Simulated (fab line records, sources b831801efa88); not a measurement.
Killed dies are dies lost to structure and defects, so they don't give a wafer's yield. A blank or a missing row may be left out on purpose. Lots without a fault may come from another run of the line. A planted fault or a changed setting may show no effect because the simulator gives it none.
A struck lot beside a sound one | flow sky130 | 17 steps out of a route of 708
Sound: wafers L400.4, L400.5, L400.6. Struck: wafers L409.1, L409.4, L409.6. The cause comes at the end.
At each step with rows: each side's tool, then ch and its chambers, then its first start. Under that, the readings that differ: sound wafers | struck wafers | difference of the means | sigmas: that difference in standard deviations of wafers without a fault.
alike: readings whose means differ by less than 2 such deviations, and words and numbers that are the same on both sides. not compared: withheld readings, readings that some wafer has no value for, bounds like >300 that may hide the same value, and numbers for which the record gives no deviation and whose values overlap.
The two part at a step that has a row with sigmas, a row that says differs or no value, or rows on one side only. Numbers that don't overlap but have no deviation are shown without sigmas and don't part them. A reading that every wafer of one side lacks parts them only if that side has two wafers or more.

first, 5 steps without rows for these wafers: SKY_CONTACT_STRIP_20 (strips in post etch residue remover, time 1200 s); SKY_CONTACT_CLEAN_21 (cleans in IPA, time 180 s); SKY_CONTACT_CLEAN_22 (cleans in O3/DIW); SKY_CONTACT_SPUTTER_23 (material TiN, target thk 20 nm, time 80 s); SKY_CONTACT_CVD_24 (deposits W, target thk 340 nm, time 102.12 s).
SKY_CONTACT_RS_MEAS_25: measures by four-point-probe.
  sound on film_metro-01, day 34 00:23; struck on film_metro-01, day 37 02:17
  alike: CONTACT_W_RS
SKY_CONTACT_THK_MEAS_26: measures by xrf.
  sound on film_metro-01, day 34 00:29; struck on film_metro-01, day 37 02:25
  alike: CONTACT_W_THK
SKY_CONTACT_CMP_27: polishes, stops on SiO2, t overpolish 15 s, target thk 0 nm.
  sound on cmp-01 ch 0,1,3, day 34 00:37; struck on cmp-01 ch 0,2,3, day 37 02:52
  alike: head_pressure_psi, motor_current_A, overpolish_run_s, time_to_endpoint_s
SKY_METAL1_SPUTTER_00: material Ti, target thk 15 nm, time 10 s.
  sound on pvd_sputter-03, day 34 00:49; struck on pvd_sputter-01, day 37 03:10
  reading                  | sound                | struck               | difference | sigmas
  chamber_pressure_pa (Pa) | 0.3993 0.3982 0.4001 | 0.4015 0.4009 0.3999 | +0.0016    | +2
  alike: cathode_dc_power_W, throttle_valve_pct
SKY_METAL1_SPUTTER_01: material TiN, target thk 20 nm, time 16.7 s.
  sound on pvd_sputter-03, day 34 00:50; struck on pvd_sputter-01, day 37 03:11
  alike: cathode_dc_power_W, chamber_pressure_pa, throttle_valve_pct
SKY_METAL1_SPUTTER_02: material AlCu, target thk 250 nm, time 13.3 s.
  sound on pvd_sputter-03, day 34 00:52; struck on pvd_sputter-01, day 37 03:13
  alike: cathode_dc_power_W, chamber_pressure_pa, throttle_valve_pct
SKY_METAL1_SPUTTER_03: material Ti, target thk 5 nm, time 3.3 s.
  sound on pvd_sputter-03, day 34 00:53; struck on pvd_sputter-01, day 37 03:14
  alike: cathode_dc_power_W, chamber_pressure_pa, throttle_valve_pct
SKY_METAL1_SPUTTER_04: material TiN, target thk 70 nm, time 58.3 s.
  sound on pvd_sputter-03, day 34 00:54; struck on pvd_sputter-01, day 37 03:16
  no value came back on the struck wafers for cathode_dc_power_W (W), chamber_pressure_pa (Pa), throttle_valve_pct (%); on the sound wafers cathode_dc_power_W (W) reads 6500.6 6498.7 6499.5
SKY_METAL1_RS_MEAS_05: measures by four-point-probe.
  sound on film_metro-01, day 34 01:01; struck on film_metro-04, day 37 03:19
  reading                 | sound                | struck               | difference | sigmas
  METAL1_ALCU_RS (ohm/sq) | 0.1263 0.1250 0.1257 | 0.1301 0.1280 0.1284 | +0.0032    | +2
SKY_METAL1_THK_MEAS_06: measures by xrf.
  sound on film_metro-01, day 34 01:06; struck on film_metro-04, day 37 03:26
  reading              | sound             | struck            | difference | sigmas
  METAL1_ALCU_THK (nm) | 255.0 255.1 253.4 | 288.2 292.7 291.4 | +36.3      | +13
then, 1 step without rows for these wafers: SKY_METAL1_DEHYDRATE_07 (time 60 s).
-- the record jumps here: 13 days lie between the struck wafers' starts before and after (it left off in module METAL1 and takes up again in module PAD_OPEN, whose first step shown is number 708 of the route) --
SKY_PAD_OPEN_PROBE_99:
  sound on prober-01, day 47 15:05; struck on prober-02, day 49 20:59
  reading                       | sound             | struck            | difference | sigmas
  model.etest.via1_chain.rc_ohm | 17.09 18.14 16.61 | 26.78 25.22 26.15 | +8.77      |
  alike: defect_limited_yield, killed_at_M0_to_M3, killed_at_M4_up, killed_at_contacts, killed_at_front_end, killed_at_other, killed_dies, killed_on_rim, killed_open, killed_short, sort_bin_3_pad_short, sort_bin_5_function, sort_bin_6_memory, sort_n_pass, sort_yield_pct

WHERE THEY PART
First at SKY_METAL1_SPUTTER_00; last, within this record, at SKY_METAL1_THK_MEAS_06. Later steps at which nothing parts them and some readings are alike: SKY_PAD_OPEN_PROBE_99.

WHY: what the simulator had put in
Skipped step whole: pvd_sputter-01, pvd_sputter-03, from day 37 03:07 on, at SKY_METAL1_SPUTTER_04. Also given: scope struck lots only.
